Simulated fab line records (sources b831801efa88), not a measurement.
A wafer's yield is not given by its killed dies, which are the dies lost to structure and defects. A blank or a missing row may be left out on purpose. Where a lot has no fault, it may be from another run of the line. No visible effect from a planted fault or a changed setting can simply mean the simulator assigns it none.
fab line records	flow sky130
record: lots: 12	wafers: 36	last-day: 49
route steps=708 shown VIA3@593 CAP2M@604 PAD_OPEN@708
lots with no fault: from the same line, run without faults
start-h: start of the lot's first displayed wafer, in hours after the record's first day	wait-h: how many hours have passed since the lot's step before this one	" as in the row above	L1.1+2: a single row standing in for several wafers	- value missing, or start not given	* or withheld: withheld	< > ~ a bound
route shown NAME@n: NAME is a module with steps in the file, n the number in the route of the first one	usual: mean/standard deviation taken from wafers without a fault	same: alike in all rows	chamber/n: place in a boat	sites: per-site readings	_std_site: the standard deviation of these	_edge_site: the outer-site mean with the inner-site mean subtracted	radius-mm: for every site, how far away it sits from the centre of the wafer	mask NAME#n: copy n	behind: the last tool/chamber to shape the wafer	hold: reason for holding the lot/hours on hold/outcome of the hold	device: the transistor (n, p or np) that didn't switch	end of line: the same wafers' tests at the end of the route	step lacking rows: just its recipe	killed: the dies lost at the first sort to structure and to defects; this is not the yield of the wafer	map: a wafer's dies, marking killed ones x, the rest . and places with no die _
set.NAME: setting as actually run; set.NAME@STEP: the setting as run at that earlier step	model.NAME: the simulator's own value behind a step, which no gauge read
steps of the route over a sample of lots; a table a step, a row a wafer
services: the hour from which a tool's chamber was out of use, counted from the record's first day as start-h (under 0 if before that day), plus the number of hours and why
== steps ==
step: SKY_VIA3_SPUTTER_20
recipe: material: TiN	target-thk-nm: 20	chamber-pressure-pa: 5	power-w: 4000	time-s: 80
usual: throttle-valve-pct: 30.2/0.95
lot.wafer	tool	chamber	start-h	wait-h	throttle-valve-pct
L851.2	pvd-sputter-04	-	919.28	0.0	30.2
L851.4	"	-	"	"	31.0
L851.5	"	-	"	"	30.8
L852.2	pvd-sputter-01	-	938.71	0.0	31.5
L852.3	"	-	"	"	30.8
L852.5	"	-	"	"	31.8
L854.1	pvd-sputter-04	-	943.67	0.0	30.6
L854.2	"	-	"	"	31.2
L854.6	"	-	"	"	31.2
L855.1	pvd-sputter-02	-	949.79	0.0	29.6
L855.2	"	-	"	"	30.1
L855.3	"	-	"	"	29.4
L856.3	pvd-sputter-04	-	963.51	0.0	30.9
L856.4	"	-	"	"	30.9
L856.5	"	-	"	"	31.1
L857.2	pvd-sputter-02	-	974.26	0.0	29.3
L857.4	"	-	"	"	27.9
L857.6	"	-	"	"	29.1
L858.2	pvd-sputter-01	-	982.25	0.0	30.7
L858.3	"	-	"	"	30.3
L858.4	"	-	"	"	29.0
L859.2	pvd-sputter-01	-	990.72	0.0	29.6
L859.3	"	-	"	"	31.8
L859.4	"	-	"	"	30.1
L860.1	pvd-sputter-02	-	999.60	0.0	29.5
L860.4	"	-	"	"	27.9
L860.5	"	-	"	"	29.4
L864.1	pvd-sputter-04	-	1021.70	0.0	30.5
L864.3	"	-	"	"	31.1
L864.6	"	-	"	"	30.2
L866.1	pvd-sputter-02	-	1028.49	0.0	29.1
L866.5	"	-	"	"	30.6
L866.6	"	-	"	"	29.1
L871.1	pvd-sputter-02	-	1062.72	0.0	30.5
L871.2	"	-	"	"	29.4
L871.4	"	-	"	"	28.4
step: SKY_CAP2M_THK_MEAS_01
recipe: reads: SiO2_of_CAP2M_CVD_00
usual: CAP2M_CVD_00_THK: 15.57/0.23
lot.wafer	tool	chamber	start-h	wait-h	CAP2M_CVD_00_THK[nm]
L851.2	film-metro-03	-	920.13	-	15.18
L851.4	"	-	"	"	15.59
L851.5	"	-	"	"	15.60
L852.2	film-metro-03	-	939.57	-	15.42
L852.3	"	-	"	"	15.40
L852.5	"	-	"	"	15.74
L854.1	film-metro-03	-	944.51	-	15.44
L854.2	"	-	"	"	15.54
L854.6	"	-	"	"	15.43
L855.1	film-metro-03	-	950.63	-	15.47
L855.2	"	-	"	"	15.18
L855.3	"	-	"	"	15.13
L856.3	film-metro-03	-	964.62	-	15.28
L856.4	"	-	"	"	15.48
L856.5	"	-	"	"	15.26
L857.2	film-metro-02	-	975.58	-	15.42
L857.4	"	-	"	"	15.67
L857.6	"	-	"	"	15.58
L858.2	film-metro-03	-	983.11	-	15.38
L858.3	"	-	"	"	15.70
L858.4	"	-	"	"	15.90
L859.2	film-metro-03	-	991.57	-	15.42
L859.3	"	-	"	"	15.50
L859.4	"	-	"	"	15.60
L860.1	film-metro-03	-	1000.44	-	15.32
L860.4	"	-	"	"	15.62
L860.5	"	-	"	"	15.36
L864.1	film-metro-02	-	1022.54	-	15.08
L864.3	"	-	"	"	15.08
L864.6	"	-	"	"	15.34
L866.1	film-metro-04	-	1029.33	-	15.58
L866.5	"	-	"	"	15.63
L866.6	"	-	"	"	15.80
L871.1	film-metro-02	-	1063.58	-	15.35
L871.2	"	-	"	"	15.35
L871.4	"	-	"	"	15.62
step: SKY_CAP2M_OVL_MEAS_12
usual: CAP2M_OVL: -1.2/1.4
lot.wafer	tool	chamber	start-h	wait-h	CAP2M_OVL[nm]
L851.2	overlay-01	-	944.41	0.1	-0.1
L851.4	"	-	"	"	-1.2
L851.5	"	-	"	"	0.2
L852.2	overlay-02	-	964.56	0.1	-1.7
L852.3	"	-	"	"	-0.3
L852.5	"	-	"	"	-1.3
L854.1	overlay-01	-	968.52	0.1	1.5
L854.2	"	-	"	"	-2.0
L854.6	"	-	"	"	-1.1
L855.1	overlay-01	-	974.57	0.1	-0.3
L855.2	"	-	"	"	0.4
L855.3	"	-	"	"	-1.9
L856.3	overlay-02	-	988.52	0.1	-2.8
L856.4	"	-	"	"	-0.3
L856.5	"	-	"	"	-1.2
L857.2	overlay-01	-	999.56	0.1	-1.2
L857.4	"	-	"	"	-1.7
L857.6	"	-	"	"	-0.4
L858.2	overlay-01	-	1006.53	0.1	-1.7
L858.3	"	-	"	"	-2.6
L858.4	"	-	"	"	-2.0
L859.2	overlay-02	-	1014.86	0.1	0.7
L859.3	"	-	"	"	-0.3
L859.4	"	-	"	"	-0.5
L860.1	overlay-01	-	1023.70	0.1	-3.8
L860.4	"	-	"	"	-3.1
L860.5	"	-	"	"	-4.4
L864.1	overlay-01	-	1044.95	0.1	-2.8
L864.3	"	-	"	"	-1.9
L864.6	"	-	"	"	-1.8
L866.1	overlay-01	-	1051.36	0.1	0.1
L866.5	"	-	"	"	-1.6
L866.6	"	-	"	"	-0.6
L871.1	overlay-01	-	1084.50	0.1	-2.6
L871.2	"	-	"	"	-2.8
L871.4	"	-	"	"	-1.3
step: SKY_CAP2M_METAL_ETCH_13
recipe: target-depth-nm: 220	stop-on: SiO2	chemistry: Cl2/BCl3	target: TiN	pressure-mtorr: 10	icp-w: 900	bias-w: 48.5	Cl2_flow_sccm: 60	bcl3-flow-sccm: 30	time-s: 62.9
usual: bias-w: 48.50/0.14	drypump-motor-current-A: 5.7/0.36	oes-product-au: 0.942/0.0066	throttle-valve-pct: 21.900/0.0097
lot.wafer	tool	chamber	start-h	wait-h	bias-w	drypump-motor-current-A	oes-product-au	rf-hours-counter-h	throttle-valve-pct
L851.2	rie-metal-04	1	944.44	0.0	48.39	6.4	0.953	6	21.890
L851.4	"	1	"	"	48.72	6.4	0.940	-	21.909
L851.5	"	1	"	"	48.67	6.4	0.948	-	21.910
L852.2	rie-metal-03	1	964.59	0.0	48.61	5.9	0.936	16	21.924
L852.3	"	1	"	"	48.26	5.9	0.934	-	21.909
L852.5	"	1	"	"	48.72	5.9	0.926	-	21.890
L854.1	rie-metal-01	1	968.56	0.0	48.48	6.0	0.954	6	21.901
L854.2	"	0	"	"	48.37	5.5	0.950	2	21.882
L854.6	"	1	"	"	48.72	6.0	0.953	-	21.909
L855.1	rie-metal-03	0	974.61	0.0	48.35	5.3	0.945	14	21.896
L855.2	"	1	"	"	48.37	5.9	0.948	16	21.904
L855.3	"	0	"	"	48.51	5.3	0.942	-	21.906
L856.3	rie-metal-04	1	988.57	0.0	48.58	6.4	0.932	-	21.897
L856.4	"	0	"	"	48.58	5.7	0.949	-	21.917
L856.5	"	0	"	"	48.80	5.7	0.942	-	21.902
L857.2	rie-metal-01	1	999.59	0.0	48.44	6.0	0.937	8	21.883
L857.4	"	1	"	"	48.43	6.0	0.953	-	21.892
L857.6	"	0	"	"	48.52	5.5	0.939	-	21.901
L858.2	rie-metal-03	0	1006.56	0.0	48.22	5.3	0.943	16	21.896
L858.3	"	1	"	"	48.41	5.9	0.943	-	21.881
L858.4	"	0	"	"	48.47	5.3	0.944	-	21.904
L859.2	rie-metal-03	1	1014.89	0.0	48.53	5.9	0.933	19	21.900
L859.3	"	1	"	"	48.39	5.9	0.941	-	21.898
L859.4	"	0	"	"	48.56	5.3	0.937	-	21.892
L860.1	rie-metal-04	1	1023.74	0.0	48.70	6.4	0.944	11	21.906
L860.4	"	0	"	"	48.38	5.7	0.933	-	21.891
L860.5	"	0	"	"	48.42	5.7	0.935	-	21.897
L864.1	rie-metal-03	0	1044.99	0.0	50.02	5.3	0.931	18	21.914
L864.3	"	0	"	"	50.18	5.3	0.938	-	21.904
L864.6	"	1	"	"	50.17	5.9	0.932	-	21.892
L866.1	rie-metal-03	1	1051.39	0.0	50.17	5.9	0.931	21	21.897
L866.5	"	0	"	"	50.25	5.3	0.944	-	21.904
L866.6	"	1	"	"	50.03	5.9	0.946	-	21.896
L871.1	rie-metal-01	0	1084.54	0.0	48.61	5.5	0.944	9	21.880
L871.2	"	1	"	"	48.45	6.0	0.949	13	21.909
L871.4	"	1	"	"	48.51	6.0	0.958	-	21.896
step: SKY_PAD_OPEN_PROBE_99
usual: defect-limited-yield: 82.6/1.9	killed_at_M0_to_M3: 43/6.5	killed_at_M4_up: 3.2/1.8	killed-at-contacts: 24/5	killed-at-front-end: 15/4.1	killed-at-other: 0.3/0.54	killed-dies: 85/9.3	killed-open: 47/7.2	killed-short: 39/5.9	sort_bin_3_pad_short: 0.9/0.4	sort_bin_5_function: 10.3/1.5	sort_bin_6_memory: 6.2/1.2	sort-n-pass: 407/9.3	sort-yield-pct: 82.6/1.9
same: gross-dies: 492	killed-at-back-side: 0	sort_bin_4_leakage[%]: 0	sort_bin_8_speed[%]: 0
lot.wafer	tool	chamber	start-h	wait-h	defect-limited-yield[%]	killed_at_M0_to_M3	killed_at_M4_up	killed-at-contacts	killed-at-front-end	killed-at-other	killed-dies	killed-open	killed-short	sort_bin_3_pad_short[%]	sort_bin_5_function[%]	sort_bin_6_memory[%]	sort-n-pass	sort-yield-pct[%]
L851.2	prober-02	-	1065.43	0.1	84.6	42	3	17	14	0	76	37	39	0.6	8.1	6.7	416	84.6
L851.4	prober-02	-	1065.53	0.2	86.6	35	1	17	11	2	66	32	33	0.6	7.1	5.7	426	86.6
L851.5	prober-02	-	1065.58	0.2	82.9	43	10	15	15	1	84	50	32	1.0	8.9	7.1	408	82.9
L852.2	prober-01	-	1083.61	0.1	83.3	38	2	31	11	0	82	43	38	1.4	9.6	5.7	410	83.3
L852.3	prober-01	-	1083.66	0.2	81.5	49	2	29	11	0	91	52	38	0.6	12.6	5.3	401	81.5
L852.5	prober-01	-	1083.76	0.2	81.7	46	5	22	17	0	90	54	36	0.4	11.8	6.1	402	81.7
L854.1	prober-01	-	1086.69	0.1	85.8	33	2	21	14	0	70	37	32	0.4	7.5	6.3	422	85.8
L854.2	prober-01	-	1086.74	0.1	88.8	27	2	18	8	0	55	28	27	0.6	5.5	5.1	437	88.8
L854.6	prober-01	-	1086.94	0.2	85.0	35	2	16	20	1	74	35	39	0.4	7.7	6.9	418	85.0
L855.1	prober-02	-	1091.96	0.1	80.7	41	3	34	17	0	95	45	48	2.2	10.2	6.9	397	80.7
L855.2	prober-02	-	1092.01	0.1	82.3	41	3	30	13	0	87	56	31	0.8	11.0	5.9	405	82.3
L855.3	prober-02	-	1092.06	0.2	82.9	44	5	20	15	0	84	43	41	1.0	9.8	6.3	408	82.9
L856.3	prober-01	-	1104.28	0.2	80.5	48	5	28	15	0	96	48	48	0.8	11.4	7.3	396	80.5
L856.4	prober-01	-	1104.33	0.2	79.7	45	3	26	24	2	100	48	50	1.0	11.2	8.1	392	79.7
L856.5	prober-01	-	1104.38	0.2	83.1	39	9	22	13	0	83	49	32	1.0	10.4	5.5	409	83.1
L857.2	prober-02	-	1114.49	0.1	82.9	46	3	25	10	0	84	40	44	1.4	10.2	5.5	408	82.9
L857.4	prober-02	-	1114.59	0.2	84.1	39	1	22	16	0	78	35	43	1.0	8.5	6.3	414	84.1
L857.6	prober-02	-	1114.69	0.2	78.9	45	3	38	18	0	104	63	40	1.4	12.0	7.7	388	78.9
L858.2	prober-01	-	1119.97	0.1	84.1	44	3	19	11	1	78	41	36	1.2	9.6	5.1	414	84.1
L858.3	prober-01	-	1120.02	0.2	83.3	41	2	21	17	1	82	46	35	0.4	8.1	8.1	410	83.3
L858.4	prober-01	-	1120.07	0.2	82.9	40	4	17	23	0	84	49	35	0.4	11.6	5.1	408	82.9
L859.2	prober-02	-	1126.20	0.1	80.9	34	7	32	19	2	94	45	47	0.6	12.6	5.9	398	80.9
L859.3	prober-02	-	1126.25	0.2	81.7	44	6	25	15	0	90	50	39	0.8	11.8	5.7	402	81.7
L859.4	prober-02	-	1126.30	0.2	82.5	35	6	31	12	2	86	47	37	1.0	11.8	4.7	406	82.5
L860.1	prober-01	-	1134.20	0.1	83.5	43	2	23	13	0	81	53	28	0	11.2	5.3	411	83.5
L860.4	prober-01	-	1134.35	0.2	81.5	41	4	25	21	0	91	48	42	0.6	12.8	5.1	401	81.5
L860.5	prober-01	-	1134.40	0.2	79.7	54	5	26	15	0	100	52	47	1.2	10.8	8.3	392	79.7
L864.1	prober-01	-	1152.46	0.1	80.1	51	3	22	21	1	98	48	50	1.0	12.2	6.7	394	80.1
L864.3	prober-01	-	1152.56	0.2	84.8	34	5	21	14	1	75	44	30	0.6	10.0	4.7	417	84.8
L864.6	prober-01	-	1152.71	0.2	81.3	45	2	26	19	0	92	59	33	0	11.6	7.1	400	81.3
L866.1	prober-02	-	1157.61	0.1	83.9	38	2	22	16	1	79	39	40	1.0	10.6	4.5	413	83.9
L866.5	prober-02	-	1157.81	0.2	82.1	47	3	23	15	0	88	47	41	1.2	11.0	5.7	404	82.1
L866.6	prober-02	-	1157.86	0.2	80.5	49	3	26	18	0	96	54	42	1.0	10.8	7.7	396	80.5
L871.1	prober-02	-	1184.23	0.1	84.6	37	3	16	18	2	76	41	35	0.2	9.1	6.1	416	84.6
L871.2	prober-02	-	1184.28	0.1	81.9	43	4	27	15	0	89	44	45	1.4	8.7	7.9	403	81.9
L871.4	prober-02	-	1184.38	0.2	80.1	50	6	27	15	0	98	59	39	0.8	12.6	6.5	394	80.1
killed by level:class
L851.2 VIA1:geometric-particle:open=9 CONTACT:geometric-particle:open=9 METAL1:geometric-particle:short=8 VIA1:geometric-particle:short=6 METAL2:geometric-particle:short=5 VIA2:geometric-particle:open=5 FIELD_ISO:geometric-particle:short=3 FIELD_ISO:geometric-particle:open=3
L851.4 METAL2:geometric-particle:short=6 POLY_GATE:geometric-particle:open=5 LI_CONTACT:geometric-particle:open=5 CONTACT:geometric-particle:open=5 METAL1:geometric-particle:short=5 VIA1:geometric-particle:open=5 VIA2:geometric-particle:open=5 VIA3:geometric-particle:open=4
L851.5 VIA1:geometric-particle:open=8 VIA3:geometric-particle:open=8 VIA2:geometric-particle:open=7 LI_CONTACT:geometric-particle:open=6 METAL4:geometric-particle:short=6 POLY_GATE:geometric-particle:open=5 CONTACT:geometric-particle:open=4 METAL2:geometric-particle:short=4
L852.2 CONTACT:geometric-particle:open=11 VIA1:geometric-particle:open=9 LI_CONTACT:geometric-particle:open=8 METAL2:geometric-particle:short=7 VIA2:geometric-particle:open=5 LI_CONTACT:geometric-particle:short=4 LOCAL_INTERCONNECT:geometric-particle:short=4 CONTACT:geometric-particle:short=4
L852.3 VIA1:geometric-particle:open=15 CONTACT:geometric-particle:open=14 VIA2:geometric-particle:open=7 VIA3:geometric-particle:open=6 LOCAL_INTERCONNECT:geometric-particle:short=5 CONTACT:geometric-particle:short=5 VIA1:geometric-particle:short=4 METAL2:geometric-particle:short=4
L852.5 VIA1:geometric-particle:open=11 VIA2:geometric-particle:open=11 CONTACT:geometric-particle:open=6 FIELD_ISO:geometric-particle:open=5 FIELD_ISO:geometric-particle:short=5 LI_CONTACT:geometric-particle:open=5 CONTACT:geometric-particle:short=5 VIA1:geometric-particle:short=5
L854.1 VIA1:geometric-particle:open=13 LI_CONTACT:geometric-particle:open=9 METAL2:geometric-particle:short=7 CONTACT:geometric-particle:open=5 FIELD_ISO:geometric-particle:short=4 FIELD_ISO:geometric-particle:open=4 VIA1:geometric-particle:short=3 LI_CONTACT:geometric-particle:short=3
L854.2 CONTACT:geometric-particle:open=8 VIA1:geometric-particle:open=7 VIA3:geometric-particle:open=6 CONTACT:geometric-particle:short=4 METAL1:geometric-particle:short=3 LOCAL_INTERCONNECT:geometric-particle:short=3 VIA1:geometric-particle:short=3 FIELD_ISO:geometric-particle:short=2
L854.6 VIA1:geometric-particle:open=7 FIELD_ISO:geometric-particle:short=5 POLY_GATE:geometric-particle:short=5 LI_CONTACT:geometric-particle:open=5 VIA2:geometric-particle:open=5 VIA3:geometric-particle:short=5 FIELD_ISO:geometric-particle:open=4 VIA2:geometric-particle:short=4
L855.1 CONTACT:geometric-particle:open=16 VIA1:geometric-particle:open=10 LI_CONTACT:geometric-particle:open=6 CONTACT:geometric-particle:short=6 METAL1:geometric-particle:short=6 FIELD_ISO:geometric-particle:short=5 LOCAL_INTERCONNECT:geometric-particle:short=5 METAL2:geometric-particle:short=5
L855.2 CONTACT:geometric-particle:open=14 VIA1:geometric-particle:open=10 VIA2:geometric-particle:open=9 LI_CONTACT:geometric-particle:open=7 VIA3:geometric-particle:open=6 POLY_GATE:geometric-particle:open=5 LOCAL_INTERCONNECT:geometric-particle:short=4 METAL2:geometric-particle:short=4
L855.3 CONTACT:geometric-particle:open=8 VIA1:geometric-particle:short=8 VIA2:geometric-particle:open=7 METAL1:geometric-particle:short=6 VIA1:geometric-particle:open=6 LI_CONTACT:geometric-particle:open=5 VIA3:geometric-particle:open=5 FIELD_ISO:geometric-particle:open=4
L856.3 VIA1:geometric-particle:open=10 METAL1:geometric-particle:short=9 CONTACT:geometric-particle:open=8 LI_CONTACT:geometric-particle:open=8 VIA3:geometric-particle:short=6 CONTACT:geometric-particle:short=5 FIELD_ISO:geometric-particle:short=4 LI_CONTACT:geometric-particle:short=4
L856.4 CONTACT:geometric-particle:open=11 VIA1:geometric-particle:open=10 METAL2:geometric-particle:short=8 METAL1:geometric-particle:short=7 FIELD_ISO:geometric-particle:short=6 CONTACT:geometric-particle:short=6 POLY_GATE:geometric-particle:short=5 LI_CONTACT:geometric-particle:open=5
L856.5 VIA1:geometric-particle:open=8 VIA2:geometric-particle:open=8 LI_CONTACT:geometric-particle:open=6 LOCAL_INTERCONNECT:geometric-particle:short=5 CONTACT:geometric-particle:open=5 METAL2:geometric-particle:short=5 VIA3:geometric-particle:open=5 METAL4:geometric-particle:short=5
L857.2 VIA1:geometric-particle:open=7 VIA2:geometric-particle:open=6 CONTACT:geometric-particle:open=6 VIA3:geometric-particle:open=6 VIA1:geometric-particle:short=6 VIA2:geometric-particle:short=6 LI_CONTACT:geometric-particle:open=5 CONTACT:geometric-particle:short=5
L857.4 LI_CONTACT:geometric-particle:open=8 FIELD_ISO:geometric-particle:short=7 VIA3:geometric-particle:open=7 METAL2:geometric-particle:short=7 METAL1:geometric-particle:short=6 LI_CONTACT:geometric-particle:short=4 CONTACT:geometric-particle:short=4 VIA1:geometric-particle:open=4
L857.6 CONTACT:geometric-particle:open=13 VIA1:geometric-particle:open=10 CONTACT:geometric-particle:short=9 LI_CONTACT:geometric-particle:open=8 LOCAL_INTERCONNECT:geometric-particle:short=7 VIA3:geometric-particle:open=7 METAL2:geometric-particle:short=7 FIELD_ISO:geometric-particle:open=6
L858.2 VIA1:geometric-particle:open=13 CONTACT:geometric-particle:open=8 METAL2:geometric-particle:short=7 VIA2:geometric-particle:open=6 VIA1:geometric-particle:short=6 FIELD_ISO:geometric-particle:open=4 LI_CONTACT:geometric-particle:short=4 FIELD_ISO:geometric-particle:short=3
L858.3 VIA3:geometric-particle:open=9 CONTACT:geometric-particle:open=7 VIA1:geometric-particle:open=6 LI_CONTACT:geometric-particle:open=6 VIA2:geometric-particle:open=6 METAL1:geometric-particle:short=5 METAL3:geometric-particle:short=5 POLY_GATE:geometric-particle:open=4
L858.4 VIA3:geometric-particle:open=8 VIA1:geometric-particle:open=8 FIELD_ISO:geometric-particle:open=7 METAL1:geometric-particle:short=7 CONTACT:geometric-particle:open=7 POLY_GATE:geometric-particle:short=6 VIA2:geometric-particle:open=6 POLY_GATE:geometric-particle:open=5
L859.2 CONTACT:geometric-particle:open=12 LI_CONTACT:geometric-particle:open=7 METAL4:geometric-particle:short=6 METAL2:geometric-particle:short=6 POLY_GATE:geometric-particle:open=5 CONTACT:geometric-particle:short=5 VIA3:geometric-particle:open=5 FIELD_ISO:geometric-particle:short=4
L859.3 VIA1:geometric-particle:open=13 CONTACT:geometric-particle:open=9 VIA1:geometric-particle:short=9 LI_CONTACT:geometric-particle:open=8 VIA3:geometric-particle:open=6 FIELD_ISO:geometric-particle:open=5 FIELD_ISO:geometric-particle:short=5 POLY_GATE:geometric-particle:open=4
L859.4 VIA1:geometric-particle:open=12 CONTACT:geometric-particle:open=10 LI_CONTACT:geometric-particle:open=7 CONTACT:geometric-particle:short=7 VIA2:geometric-particle:short=5 FIELD_ISO:geometric-particle:open=3 LI_CONTACT:geometric-particle:short=3 METAL2:geometric-particle:short=3
L860.1 CONTACT:geometric-particle:open=11 VIA1:geometric-particle:open=10 VIA2:geometric-particle:open=7 VIA3:geometric-particle:open=7 FIELD_ISO:geometric-particle:open=6 LI_CONTACT:geometric-particle:open=5 METAL1:geometric-particle:short=5 FIELD_ISO:geometric-particle:short=3
L860.4 VIA1:geometric-particle:open=8 CONTACT:geometric-particle:short=7 CONTACT:geometric-particle:open=6 VIA2:geometric-particle:open=6 FIELD_ISO:geometric-particle:open=5 METAL1:geometric-particle:short=5 VIA1:geometric-particle:short=5 METAL2:geometric-particle:short=5
L860.5 VIA1:geometric-particle:open=16 VIA3:geometric-particle:open=12 CONTACT:geometric-particle:open=9 CONTACT:geometric-particle:short=7 SPACER:geometric-particle:short=6 METAL2:geometric-particle:short=6 VIA1:geometric-particle:short=5 VIA2:geometric-particle:open=5
L864.1 VIA1:geometric-particle:open=11 FIELD_ISO:geometric-particle:short=8 CONTACT:geometric-particle:open=7 VIA3:geometric-particle:open=7 LOCAL_INTERCONNECT:geometric-particle:short=6 VIA1:geometric-particle:short=6 METAL1:geometric-particle:short=5 POLY_GATE:geometric-particle:open=5
L864.3 CONTACT:geometric-particle:open=8 VIA1:geometric-particle:open=7 LI_CONTACT:geometric-particle:open=6 FIELD_ISO:geometric-particle:open=5 VIA1:geometric-particle:short=4 METAL1:geometric-particle:short=4 FIELD_ISO:geometric-particle:short=3 METAL2:geometric-particle:short=3
L864.6 VIA1:geometric-particle:open=14 CONTACT:geometric-particle:open=10 VIA3:geometric-particle:open=9 VIA2:geometric-particle:open=6 FIELD_ISO:geometric-particle:open=5 POLY_GATE:geometric-particle:short=5 LI_CONTACT:geometric-particle:open=5 POLY_GATE:geometric-particle:open=4
L866.1 CONTACT:geometric-particle:open=8 METAL1:geometric-particle:short=7 VIA1:geometric-particle:open=7 LI_CONTACT:geometric-particle:open=6 LOCAL_INTERCONNECT:geometric-particle:short=6 VIA3:geometric-particle:short=6 FIELD_ISO:geometric-particle:short=5 FIELD_ISO:geometric-particle:open=5
L866.5 VIA1:geometric-particle:open=12 LI_CONTACT:geometric-particle:open=9 METAL1:geometric-particle:short=8 VIA2:geometric-particle:open=6 CONTACT:geometric-particle:open=6 LOCAL_INTERCONNECT:geometric-particle:short=5 METAL2:geometric-particle:short=5 POLY_GATE:geometric-particle:open=4
L866.6 VIA1:geometric-particle:open=11 CONTACT:geometric-particle:open=10 VIA2:geometric-particle:open=8 METAL1:geometric-particle:short=7 VIA3:geometric-particle:open=7 POLY_GATE:geometric-particle:short=6 LI_CONTACT:geometric-particle:open=6 POLY_GATE:geometric-particle:open=5
L871.1 VIA1:geometric-particle:open=9 METAL2:geometric-particle:short=7 CONTACT:geometric-particle:open=6 FIELD_ISO:geometric-particle:open=5 POLY_GATE:geometric-particle:open=4 VIA1:geometric-particle:short=4 CONTACT:geometric-particle:short=4 METAL2:geometric-particle:open=4
L871.2 VIA1:geometric-particle:open=12 CONTACT:geometric-particle:open=9 VIA1:geometric-particle:short=7 LI_CONTACT:geometric-particle:open=6 VIA3:geometric-particle:open=5 METAL2:geometric-particle:short=5 CONTACT:geometric-particle:short=5 VIA3:geometric-particle:short=5
L871.4 VIA1:geometric-particle:open=14 LI_CONTACT:geometric-particle:open=11 CONTACT:geometric-particle:open=7 FIELD_ISO:geometric-particle:short=6 VIA1:geometric-particle:short=6 VIA2:geometric-particle:open=6 FIELD_ISO:geometric-particle:open=5 VIA3:geometric-particle:open=5
== services ==
tool	chamber	start-h	hours	kind
rie-metal-01	0	902.91	-	clean
rie-metal-01	0	902.91	15.1	scheduled-down
rie-metal-01	0	902.91	15.1	vent-cycle
rie-metal-04	0	927.28	-	clean
rie-metal-04	0	927.28	16.1	scheduled-down
rie-metal-04	0	927.28	16.1	vent-cycle
pvd-sputter-02	-	929.54	5.4	repair
pvd-sputter-01	-	930.89	0.5	repair
rie-metal-03	-	941.99	1.4	pm
rie-metal-03	-	951.21	4.3	pm
pvd-sputter-04	-	1001.93	8.5	repair
pvd-sputter-02	-	1011.57	13.5	repair
pvd-sputter-04	-	1049.64	4.0	repair
rie-metal-01	1	1059.29	1.3	repair
== key ==
first-sign: step: SKY_CAP2M_METAL_ETCH_13	reading: bias-w	direction: up	sigmas: 11	usual: 48.50	struck: 50.13
effect none on later readings
met-at SKY_CAP2M_METAL_ETCH_13
struck-lots L864,L866
not-acting-at SKY_VIA3_SPUTTER_20,SKY_CAP2M_THK_MEAS_01,SKY_CAP2M_OVL_MEAS_12
onset-between 1014.89 1044.99
fault: kind: process-parameter-drift	tool: rie-metal-03	chamber: -	onset-h: 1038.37	steps: SKY_CAP2M_METAL_ETCH_13	channel: bias-w	offset: 1.6786	shape: step	end-h: 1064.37	acts-in: these-recipes-only	stated: 48.5
